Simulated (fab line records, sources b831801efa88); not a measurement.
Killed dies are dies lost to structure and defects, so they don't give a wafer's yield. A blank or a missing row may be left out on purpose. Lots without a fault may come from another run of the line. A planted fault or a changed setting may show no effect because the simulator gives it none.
Which tool did it? | flow sky130 | 6 lots, 18 wafers sampled, at 2 steps of a route of 708

WHAT THE GAUGES READ, wafer by wafer
SKY_METAL1_RS_MEAS_05: measures by four-point-probe.
lot  | measured     | on            | METAL1_ALCU_RS (ohm/sq)
L625 | day 32 12:16 | film_metro-03 | 0.1272 0.1271 0.1281
L627 | day 33 10:20 | film_metro-03 | 0.1269 0.1259 0.1252
L630 | day 34 03:14 | film_metro-03 | 0.1285 0.1252 0.1258 0.1286 0.1248 0.1255
L640 | day 37 11:26 | film_metro-04 | 0.1280 0.1290 0.1287
L642 | day 37 19:04 | film_metro-04 | 0.1290 0.1283 0.1285
L644 | day 38 12:05 | film_metro-04 | 0.1275 0.1259 0.1281

WHICH TOOL RAN EACH LOT (tool, then ch and the chambers of the sampled wafers, then the start)
lot  | SKY_METAL1_SPUTTER_04
L625 | pvd_sputter-04, day 32 12:13
L627 | pvd_sputter-02, day 33 10:17
L630 | pvd_sputter-02, day 34 03:10
L640 | pvd_sputter-03, day 37 11:20
L642 | pvd_sputter-02, day 37 19:01
L644 | pvd_sputter-04, day 38 12:02
- SKY_METAL1_SPUTTER_04: material TiN, target thk 70 nm, time 58.3 s.

THE ANSWER, worked out from the rows above alone
Rule: what is usual is taken from the lots themselves. Put in order of their means at a reading, lots are off if they are a third of the lots or fewer, leave a main group of 4 or more, and stand apart from it by a gap of 3 or more times the standard deviation of the main group's means; of several such gaps the widest counts. A main group whose means are all the same, to the digits that the tables above print for the reading, isn't used. A lot without any number at a reading at which 4 lots or more have one is off too. The other lots that the step has rows for count as sound.
No lot is off at any reading shown: from this, nothing can be told.

WHAT THE SIMULATOR HAD PUT IN
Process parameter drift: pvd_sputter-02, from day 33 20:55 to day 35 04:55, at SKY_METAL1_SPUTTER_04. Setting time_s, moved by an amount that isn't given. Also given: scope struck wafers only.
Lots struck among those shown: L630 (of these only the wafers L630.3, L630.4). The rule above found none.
